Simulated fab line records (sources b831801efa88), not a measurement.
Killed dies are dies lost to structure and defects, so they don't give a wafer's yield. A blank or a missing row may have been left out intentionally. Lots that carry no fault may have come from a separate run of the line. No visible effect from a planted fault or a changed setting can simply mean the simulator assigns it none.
fab line records + flow sfq_line
[record]
- lots = 6
- wafers = 18
- last_day = 100
route steps=325 shown L0@12 L0V@16
lots untouched by any fault: they come from a run of this same line in which no faults occurred
start_h: hours from the record's opening day to when the first of the lot's shown wafers began + wait_h: hours since the lot's step before + " the same as in the row above + L1.1+2: one row covering several wafers at once + - no value present, or no start provided + * or withheld: withheld + < > ~ a bound
route shown NAME@n: names a module that has steps shown in the file, with the first one's number in the route + usual: the fault-free wafers' mean and standard deviation + same: alike in all rows + chamber/n: place in a boat + sites: the reading at each site + _std_site: standard deviation across them + _edge_site: mean of outer sites minus mean of inner sites + radius_mm: for every site, how far away it sits from the centre of the wafer + mask NAME#n: copy n + behind: tool/chamber where the wafer was last shaped + hold: why the lot was held/for how many hours/how that ended + device: transistor that didn't switch, given as n, p or np + end of line: the route-end tests of the same wafers + step lacking rows: just its recipe + killed: count of dies lost to structure and defects at first sort (not the wafer's yield) + map: a wafer's dies, marking killed ones x, the rest . and places with no die _
set.NAME: the setting that was run; set.NAME@STEP: the one run at that earlier step + model.NAME: the simulator's own value behind a step, which no gauge read
lots at some steps of the route; a table a step, a row a wafer
services: a tool's chamber out of use, with start hour (start_h, from the record's first day; less than 0 if before it), hours out, and reason
[[steps]]
[step SFQ_TRILAYER_L0_BARC_OPEN_METAL_ETCH_010]
[recipe]
- mask_material = PR
- chemistry = O2
- target_depth_nm = 125
- target = BARC
- icp_w = 600
- bias_w = 80
- pressure_mtorr = 10
- time_s = 41.7
[usual]
- drypump_motor_current_A = 6.0/0.42
- he_backside_leak_sccm = 3.6/0.33
- oes_product_au = 0.685/0.0044
| lot.wafer | tool         | chamber | start_h | wait_h | drypump_motor_current_A | he_backside_leak_sccm | oes_product_au | rf_hours_counter_h |
|-----------|--------------|---------|---------|--------|-------------------------|-----------------------|----------------|--------------------|
| L997.4    | rie_metal-02 | 1       | 86.29   | 0.1    | 6.3                     | 3.3                   | 0.675          | -                  |
| L997.5    | "            | 0       | "       | "      | 5.6                     | 3.5                   | 0.683          | -                  |
| L997.6    | "            | 1       | "       | "      | 6.3                     | 3.3                   | 0.690          | -                  |
| L104.2    | rie_metal-03 | 1       | 133.27  | 0.1    | 5.3                     | 3.0                   | 0.689          | -                  |
| L104.4    | "            | 1       | "       | "      | 5.3                     | 3.1                   | 0.688          | -                  |
| L104.6    | "            | 1       | "       | "      | 5.3                     | 3.1                   | 0.680          | -                  |
| L105.3    | rie_metal-02 | 0       | 136.87  | 0.1    | 5.6                     | 3.6                   | 0.686          | -                  |
| L105.5    | "            | 0       | "       | "      | 5.6                     | 3.6                   | 0.686          | -                  |
| L105.6    | "            | 1       | "       | "      | 6.3                     | 3.5                   | 0.687          | -                  |
| L109.2    | rie_metal-04 | 0       | 158.36  | 0.1    | 6.7                     | 3.5                   | 0.686          | 83                 |
| L109.4    | "            | 0       | "       | "      | 6.7                     | 3.6                   | 0.680          | -                  |
| L109.6    | "            | 1       | "       | "      | 6.1                     | 3.8                   | 0.683          | -                  |
| L116.1    | rie_metal-03 | 0       | 199.40  | 0.1    | 6.0                     | 3.8                   | 0.683          | 180                |
| L116.2    | "            | 0       | "       | "      | 6.0                     | 3.7                   | 0.686          | -                  |
| L116.5    | "            | 0       | "       | "      | 6.0                     | 3.8                   | 0.677          | -                  |
| L118.1    | rie_metal-02 | 0       | 211.40  | 0.1    | 5.6                     | 3.6                   | 0.687          | 51                 |
| L118.5    | "            | 1       | "       | "      | 6.4                     | 3.5                   | 0.688          | -                  |
| L118.6    | "            | 0       | "       | "      | 5.6                     | 3.7                   | 0.684          | -                  |
[step SFQ_TRILAYER_L0_ETCH_METAL_ETCH_008]
[recipe]
- target = MoNx_KI
- stop_on = SiO2
- mask_material = PR
- chemistry = SF6/O2
- target_depth_nm = 50
- icp_w = 600
- bias_w = 80
- pressure_mtorr = 10
- time_s = 25
[usual]
- drypump_motor_current_A = 6.0/0.43
- he_backside_leak_sccm = 3.57/0.22
- oes_product_au = 0.872/0.0068
| lot.wafer | tool         | chamber | start_h | wait_h | drypump_motor_current_A | he_backside_leak_sccm | oes_product_au | rf_hours_counter_h |
|-----------|--------------|---------|---------|--------|-------------------------|-----------------------|----------------|--------------------|
| L997.4    | rie_metal-02 | 1       | 86.34   | 0.0    | 6.4                     | 3.34                  | 0.878          | -                  |
| L997.5    | "            | 0       | "       | "      | 5.6                     | 3.45                  | 0.874          | -                  |
| L997.6    | "            | 1       | "       | "      | 6.3                     | 3.40                  | 0.872          | -                  |
| L104.2    | rie_metal-03 | 1       | 133.38  | 0.1    | 5.2                     | 3.30                  | 0.866          | -                  |
| L104.4    | "            | 1       | "       | "      | 5.2                     | 3.33                  | 0.884          | -                  |
| L104.6    | "            | 1       | "       | "      | 5.3                     | 3.32                  | 0.880          | -                  |
| L105.3    | rie_metal-02 | 0       | 136.92  | 0.0    | 5.6                     | 3.56                  | 0.866          | -                  |
| L105.5    | "            | 0       | "       | "      | 5.6                     | 3.69                  | 0.859          | -                  |
| L105.6    | "            | 1       | "       | "      | 6.3                     | 3.48                  | 0.880          | -                  |
| L109.2    | rie_metal-04 | 0       | 158.42  | 0.0    | 6.7                     | 3.39                  | 0.877          | 83                 |
| L109.4    | "            | 0       | "       | "      | 6.7                     | 3.63                  | 0.879          | -                  |
| L109.6    | "            | 1       | "       | "      | 6.1                     | 3.65                  | 0.889          | -                  |
| L116.1    | rie_metal-03 | 0       | 199.51  | 0.1    | 6.0                     | 3.84                  | 0.866          | 180                |
| L116.2    | "            | 0       | "       | "      | 6.0                     | 3.95                  | 0.856          | -                  |
| L116.5    | "            | 0       | "       | "      | 6.0                     | 3.86                  | 0.868          | -                  |
| L118.1    | rie_metal-02 | 0       | 211.45  | 0.0    | 5.7                     | 3.63                  | 0.861          | 51                 |
| L118.5    | "            | 1       | "       | "      | 6.4                     | 3.38                  | 0.862          | -                  |
| L118.6    | "            | 0       | "       | "      | 5.6                     | 3.55                  | 0.871          | -                  |
[step SFQ_TRILAYER_L0_STRIP_STRIP_009]
[recipe]
- gas = O2
- power_w = 200
- platen_temp_c = 40
- overash_fraction = 0.65
- chemistry = O2
- pressure_mtorr = 50
[usual]
- drypump_motor_current_A = 6.0/0.43
- he_backside_leak_sccm = 3.58/0.26
- oes_product_au = 1.002/0.0092
[same]
- overash_fraction = 0.65
| lot.wafer | tool         | chamber | start_h | wait_h | drypump_motor_current_A | he_backside_leak_sccm | oes_product_au | rf_hours_counter_h |
|-----------|--------------|---------|---------|--------|-------------------------|-----------------------|----------------|--------------------|
| L997.4    | rie_metal-02 | 1       | 86.57   | 0.2    | 6.3                     | 3.45                  | 0.996          | -                  |
| L997.5    | "            | 0       | "       | "      | 5.6                     | 3.68                  | 1.012          | -                  |
| L997.6    | "            | 1       | "       | "      | 6.3                     | 3.39                  | 1.001          | -                  |
| L104.2    | rie_metal-03 | 1       | 133.66  | 0.3    | 5.2                     | 3.37                  | 0.991          | -                  |
| L104.4    | "            | 1       | "       | "      | 5.3                     | 3.24                  | 0.994          | -                  |
| L104.6    | "            | 1       | "       | "      | 5.2                     | 3.29                  | 0.994          | -                  |
| L105.3    | rie_metal-02 | 0       | 137.15  | 0.2    | 5.6                     | 3.44                  | 1.003          | -                  |
| L105.5    | "            | 0       | "       | "      | 5.6                     | 3.62                  | 1.011          | -                  |
| L105.6    | "            | 1       | "       | "      | 6.4                     | 3.16                  | 0.990          | -                  |
| L109.2    | rie_metal-04 | 0       | 158.46  | 0.0    | 6.7                     | 3.57                  | 1.005          | 83                 |
| L109.4    | "            | 0       | "       | "      | 6.7                     | 3.69                  | 0.997          | -                  |
| L109.6    | "            | 1       | "       | "      | 6.1                     | 3.66                  | 0.999          | -                  |
| L116.1    | rie_metal-03 | 0       | 199.61  | 0.1    | 6.0                     | 3.90                  | 1.007          | 180                |
| L116.2    | "            | 0       | "       | "      | 6.0                     | 3.88                  | 1.002          | -                  |
| L116.5    | "            | 0       | "       | "      | 6.0                     | 3.98                  | 1.006          | -                  |
| L118.1    | rie_metal-02 | 0       | 211.50  | 0.0    | 5.6                     | 3.74                  | 0.994          | 51                 |
| L118.5    | "            | 1       | "       | "      | 6.4                     | 3.42                  | 0.997          | -                  |
| L118.6    | "            | 0       | "       | "      | 5.6                     | 3.63                  | 0.994          | -                  |
[step SFQ_TRILAYER_L0_STRIP_SOLV_CLEAN_010]
[recipe]
- chemistry = NMP
- temp_c = 70
- time_s = 600
[step SFQ_TRILAYER_L0_CAP_PECVD_011]
[recipe]
- material = SiO2
- temp_c = 150
- time_s = 13.333
- pressure_torr = 2.4
- rf_w = 183.3
- precursor = SiH4/N2O
- target_thk_nm = 60
[usual]
- heater_power_outer_w = 28/9.2
- heater_power_w = 81/14
- throttle_valve_pct = 25.3/0.88
| lot.wafer | tool     | chamber | start_h | wait_h | heater_power_outer_w | heater_power_w | throttle_valve_pct |
|-----------|----------|---------|---------|--------|----------------------|----------------|--------------------|
| L997.4    | pecvd-02 | 0       | 87.16   | 0.0    | 17                   | 65             | 24.9               |
| L997.5    | "        | 1       | "       | "      | 24                   | 66             | 25.6               |
| L997.6    | "        | 2       | "       | "      | 37                   | 94             | 25.8               |
| L104.2    | pecvd-04 | 2       | 134.83  | 0.0    | 33                   | 92             | 22.5               |
| L104.4    | "        | 1       | "       | "      | 31                   | 81             | 24.9               |
| L104.6    | "        | 0       | "       | "      | 37                   | 93             | 24.7               |
| L105.3    | pecvd-01 | 2       | 137.73  | 0.0    | 33                   | 83             | 26.8               |
| L105.5    | "        | 1       | "       | "      | 37                   | 91             | 25.9               |
| L105.6    | "        | 2       | "       | "      | 33                   | 86             | 26.7               |
| L109.2    | pecvd-02 | 2       | 159.24  | 0.0    | 42                   | 101            | 25.6               |
| L109.4    | "        | 1       | "       | "      | 23                   | 68             | 25.7               |
| L109.6    | "        | 0       | "       | "      | 14                   | 63             | 25.0               |
| L116.1    | pecvd-04 | 1       | 200.98  | 0.0    | 23                   | 71             | 25.1               |
| L116.2    | "        | 2       | "       | "      | 27                   | 85             | 23.1               |
| L116.5    | "        | 1       | "       | "      | 24                   | 70             | 25.2               |
| L118.1    | pecvd-02 | 1       | 212.29  | 0.0    | 22                   | 66             | 25.4               |
| L118.5    | "        | 1       | "       | "      | 22                   | 67             | 25.8               |
| L118.6    | "        | 0       | "       | "      | 19                   | 68             | 24.7               |
[step SFQ_TRILAYER_L0_VIA_LITHO_COAT_018]
[recipe]
- resist = BARC
- spin_rpm = 3000
- resist_thk_nm = 62
[step SFQ_TRILAYER_L0_VIA_LITHO_COAT_013]
[recipe]
- resist = KrF
- spin_rpm = 3000
- resist_thk_nm = 650
[step SFQ_TRILAYER_L0_VIA_LITHO_SOFTBAKE_017]
[recipe]
- temp_c = withheld
- time_s = withheld
- resist = KrF
[step SFQ_TRILAYER_L0_VIA_LITHO_EXPOSE_014]
[recipe]
- mask_id = L0V
- na = 0.6
- source_shape = conventional
- sigma_outer = 0.65
- target_cd_nm = 700
- dose_mj = 21.3
[step SFQ_TRILAYER_L0_VIA_LITHO_PEB_016]
[recipe]
- peb_temp_c = 115
- peb_time_s = 60
- resist = KrF
[step SFQ_TRILAYER_L0_VIA_LITHO_DEVELOP_015]
[recipe]
- time_s = 60
- resist = KrF
[step SFQ_L0V_OVL_MEAS_903]
[usual]
- L0V_OVL = 4/5.2
| lot.wafer | tool       | chamber | start_h | wait_h | L0V_OVL[nm] |
|-----------|------------|---------|---------|--------|-------------|
| L997.4    | overlay-02 | -       | 175.18  | 0.1    | -5          |
| L997.5    | "          | -       | "       | "      | 4           |
| L997.6    | "          | -       | "       | "      | -7          |
| L104.2    | overlay-01 | -       | 235.40  | 0.1    | -10         |
| L104.4    | "          | -       | "       | "      | -5          |
| L104.6    | "          | -       | "       | "      | -2          |
| L105.3    | overlay-02 | -       | 240.21  | 0.1    | 6           |
| L105.5    | "          | -       | "       | "      | 6           |
| L105.6    | "          | -       | "       | "      | 0           |
| L109.2    | overlay-02 | -       | 264.29  | 0.1    | 9           |
| L109.4    | "          | -       | "       | "      | 11          |
| L109.6    | "          | -       | "       | "      | 9           |
| L116.1    | overlay-01 | -       | 322.36  | 0.1    | 9           |
| L116.2    | "          | -       | "       | "      | 5           |
| L116.5    | "          | -       | "       | "      | 10          |
| L118.1    | overlay-01 | -       | 336.19  | 0.1    | 6           |
| L118.5    | "          | -       | "       | "      | 5           |
| L118.6    | "          | -       | "       | "      | -5          |
[step SFQ_TRILAYER_L0_VIA_BARC_OPEN_VIA_ETCH_021]
[recipe]
- mask_material = PR
- chemistry = O2
- target_depth_nm = 125
- target = BARC
- source_w = 500
- bias_w = 80
- pressure_mtorr = 30
- time_s = 41.7
[usual]
- drypump_motor_current_A = 5.8/0.46
- oes_product_au = 0.685/0.0047
| lot.wafer | tool        | chamber | start_h | wait_h | drypump_motor_current_A | oes_product_au | rf_hours_counter_h | model.KrF_of_TRILAYER_L0_VIA_LITHO_COAT_013.thk_nm |
|-----------|-------------|---------|---------|--------|-------------------------|----------------|--------------------|----------------------------------------------------|
| L997.4    | rie_diel-03 | 2       | 175.19  | 0.0    | 5.4                     | 0.687          | 54                 | 574.4                                              |
| L997.5    | "           | 3       | "       | "      | 5.1                     | 0.685          | -                  | 575.9                                              |
| L997.6    | "           | 2       | "       | "      | 5.5                     | 0.685          | -                  | 577.4                                              |
| L104.2    | rie_diel-04 | 0       | 235.43  | 0.0    | 6.2                     | 0.686          | 0                  | 588.8                                              |
| L104.4    | "           | 3       | "       | "      | 5.7                     | 0.678          | 38                 | 585.5                                              |
| L104.6    | "           | 0       | "       | "      | 6.2                     | 0.688          | -                  | 586                                                |
| L105.3    | rie_diel-04 | 0       | 240.23  | 0.0    | 6.2                     | 0.679          | 1                  | 584.6                                              |
| L105.5    | "           | 1       | "       | "      | 6.0                     | 0.679          | -                  | 582.7                                              |
| L105.6    | "           | 2       | "       | "      | 5.6                     | 0.689          | -                  | 582.6                                              |
| L109.2    | rie_diel-03 | 1       | 264.32  | 0.0    | 6.4                     | 0.689          | 79                 | 575.9                                              |
| L109.4    | "           | 0       | "       | "      | 5.4                     | 0.691          | 6                  | 573.6                                              |
| L109.6    | "           | 0       | "       | "      | 5.4                     | 0.691          | -                  | 573.9                                              |
| L116.1    | rie_diel-03 | 3       | 322.40  | 0.0    | 5.1                     | 0.692          | 41                 | 573.9                                              |
| L116.2    | "           | 2       | "       | "      | 5.4                     | 0.682          | 55                 | 573.9                                              |
| L116.5    | "           | 2       | "       | "      | 5.4                     | 0.684          | -                  | 574.1                                              |
| L118.1    | rie_diel-04 | 0       | 336.23  | 0.0    | 6.2                     | 0.688          | 1                  | 575.8                                              |
| L118.5    | "           | 3       | "       | "      | 5.7                     | 0.692          | -                  | 574.2                                              |
| L118.6    | "           | 2       | "       | "      | 5.6                     | 0.687          | -                  | 575.5                                              |
[step SFQ_TRILAYER_L0_VIA_ETCH_VIA_ETCH_016]
[recipe]
- target = SiO2
- stop_on = MoNx_KI
- mask_material = PR
- chemistry = CHF3
- target_depth_nm = 80
- source_w = 500
- bias_w = 80
- pressure_mtorr = 30
- time_s = withheld
[usual]
- drypump_motor_current_A = 5.8/0.46
- oes_product_au = 0.844/0.009
| lot.wafer | tool        | chamber | start_h | wait_h | drypump_motor_current_A | oes_product_au | model.KrF_of_TRILAYER_L0_VIA_LITHO_COAT_013.thk_nm |
|-----------|-------------|---------|---------|--------|-------------------------|----------------|----------------------------------------------------|
| L997.4    | rie_diel-03 | 2       | 175.23  | 0.0    | 5.5                     | 0.845          | 560.2                                              |
| L997.5    | "           | 3       | "       | "      | 5.1                     | 0.859          | 562                                                |
| L997.6    | "           | 2       | "       | "      | 5.5                     | 0.860          | 563.4                                              |
| L104.2    | rie_diel-04 | 0       | 235.47  | 0.0    | 6.2                     | 0.841          | 575                                                |
| L104.4    | "           | 3       | "       | "      | 5.6                     | 0.838          | 571.8                                              |
| L104.6    | "           | 0       | "       | "      | 6.2                     | 0.843          | 572.3                                              |
| L105.3    | rie_diel-04 | 0       | 240.27  | 0.0    | 6.2                     | 0.849          | 571.1                                              |
| L105.5    | "           | 1       | "       | "      | 6.0                     | 0.841          | 569.4                                              |
| L105.6    | "           | 2       | "       | "      | 5.6                     | 0.853          | 568.7                                              |
| L109.2    | rie_diel-03 | 1       | 264.36  | 0.0    | 6.5                     | 0.834          | 561.8                                              |
| L109.4    | "           | 0       | "       | "      | 5.4                     | 0.853          | 559.5                                              |
| L109.6    | "           | 0       | "       | "      | 5.5                     | 0.849          | 559.7                                              |
| L116.1    | rie_diel-03 | 3       | 322.44  | 0.0    | 5.1                     | 0.838          | 559.9                                              |
| L116.2    | "           | 2       | "       | "      | 5.4                     | 0.832          | 559.9                                              |
| L116.5    | "           | 2       | "       | "      | 5.5                     | 0.842          | 559.9                                              |
| L118.1    | rie_diel-04 | 0       | 336.27  | 0.0    | 6.2                     | 0.842          | 562.3                                              |
| L118.5    | "           | 3       | "       | "      | 5.7                     | 0.849          | 560.5                                              |
| L118.6    | "           | 2       | "       | "      | 5.6                     | 0.841          | 561.8                                              |
[step SFQ_TRILAYER_L0_VIA_STRIP_STRIP_017]
[recipe]
- gas = O2
- power_w = 200
- platen_temp_c = 40
- overash_fraction = 0.65
- chemistry = O2
- pressure_mtorr = 50
[usual]
- drypump_motor_current_A = 6.0/0.43
- he_backside_leak_sccm = 3.5/0.3
- oes_product_au = 1.000/0.0084
[same]
- overash_fraction = 0.65
| lot.wafer | tool         | chamber | start_h | wait_h | drypump_motor_current_A | he_backside_leak_sccm | oes_product_au | rf_hours_counter_h |
|-----------|--------------|---------|---------|--------|-------------------------|-----------------------|----------------|--------------------|
| L997.4    | rie_metal-02 | 0       | 175.48  | -      | 5.6                     | 3.6                   | 1.003          | -                  |
| L997.5    | "            | 0       | "       | "      | 5.6                     | 3.5                   | 1.003          | -                  |
| L997.6    | "            | 1       | "       | "      | 6.4                     | 3.2                   | 1.004          | -                  |
| L104.2    | rie_metal-04 | 0       | 235.72  | -      | 6.7                     | 3.7                   | 1.006          | -                  |
| L104.4    | "            | 0       | "       | "      | 6.7                     | 3.7                   | 1.012          | -                  |
| L104.6    | "            | 0       | "       | "      | 6.7                     | 3.8                   | 0.998          | -                  |
| L105.3    | rie_metal-04 | 1       | 240.52  | -      | 6.1                     | 3.6                   | 1.003          | -                  |
| L105.5    | "            | 0       | "       | "      | 6.7                     | 3.5                   | 1.006          | -                  |
| L105.6    | "            | 1       | "       | "      | 6.1                     | 3.6                   | 1.010          | -                  |
| L109.2    | rie_metal-01 | 1       | 264.41  | -      | 5.5                     | 3.5                   | 0.991          | 104                |
| L109.4    | "            | 1       | "       | "      | 5.5                     | 3.4                   | 0.987          | -                  |
| L109.6    | "            | 0       | "       | "      | 5.8                     | 3.3                   | 1.004          | -                  |
| L116.1    | rie_metal-01 | 1       | 322.49  | -      | 5.5                     | 5.2                   | 0.996          | 111                |
| L116.2    | "            | 1       | "       | "      | 5.5                     | 3.6                   | 0.992          | -                  |
| L116.5    | "            | 1       | "       | "      | 5.5                     | 3.5                   | 0.999          | -                  |
| L118.1    | rie_metal-04 | 0       | 336.31  | -      | 6.7                     | 3.7                   | 1.006          | 106                |
| L118.5    | "            | 1       | "       | "      | 6.1                     | 3.8                   | 1.015          | -                  |
| L118.6    | "            | 0       | "       | "      | 6.7                     | 3.7                   | 1.013          | -                  |
[[services]]
| tool         | chamber | start_h | hours | kind   |
|--------------|---------|---------|-------|--------|
| rie_diel-04  | 1       | 81.08   | 5.1   | repair |
| pecvd-04     | -       | 116.40  | 14.6  | pm     |
| pecvd-02     | 0       | 122.96  | 4.3   | repair |
| rie_metal-03 | 0       | 128.06  | 51.6  | repair |
| rie_diel-03  | -       | 129.13  | 0.2   | repair |
| rie_diel-03  | 1       | 155.52  | 6.4   | repair |
| rie_metal-03 | 1       | 157.27  | 74.5  | repair |
| rie_metal-04 | -       | 165.06  | 14.6  | pm     |
| rie_diel-04  | -       | 165.31  | 2.8   | pm     |
| rie_metal-01 | 1       | 170.31  | 9.6   | repair |
| pecvd-02     | 1       | 184.79  | 5.0   | repair |
| rie_diel-03  | -       | 193.97  | 15.6  | pm     |
| rie_diel-04  | 1       | 221.08  | 11.4  | repair |
| pecvd-04     | 0       | 221.87  | 21.1  | repair |
| rie_metal-04 | 0       | 226.20  | 9.0   | repair |
| rie_metal-04 | 1       | 233.73  | 3.3   | repair |
| rie_metal-04 | -       | 236.72  | 2.8   | pm     |
| rie_metal-03 | 0       | 243.55  | 4.4   | repair |
| rie_metal-02 | -       | 266.28  | 2.8   | pm     |
| rie_metal-04 | 1       | 268.63  | 4.9   | repair |
| rie_diel-04  | 0       | 269.00  | 6.0   | repair |
| rie_diel-04  | 0       | 280.13  | 16.2  | repair |
| rie_diel-03  | -       | 294.89  | 2.8   | pm     |
| rie_metal-04 | -       | 301.20  | 1.9   | repair |
[[key]]
first_sign none at tools or gauges
[model_effect]
- step = SFQ_TRILAYER_L0_VIA_BARC_OPEN_VIA_ETCH_021
- value = KrF_of_TRILAYER_L0_VIA_LITHO_COAT_013.thk_nm
- without = 575.7
- struck = 585
[model_effect]
- step = SFQ_TRILAYER_L0_VIA_ETCH_VIA_ETCH_016
- value = KrF_of_TRILAYER_L0_VIA_LITHO_COAT_013.thk_nm
- without = 562
- struck = 571.4
met_at SFQ_TRILAYER_L0_VIA_BARC_OPEN_VIA_ETCH_021
struck_wafers L104.2,L104.4,L104.6,L105.3,L105.5,L105.6
[fault]
- kind = process_parameter_drift
- tool = rie_diel-04
- chamber = -
- onset_h = 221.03
- steps = SFQ_TRILAYER_L0_VIA_BARC_OPEN_VIA_ETCH_021
- channel = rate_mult
- offset = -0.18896
- shape = step
- end_h = 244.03
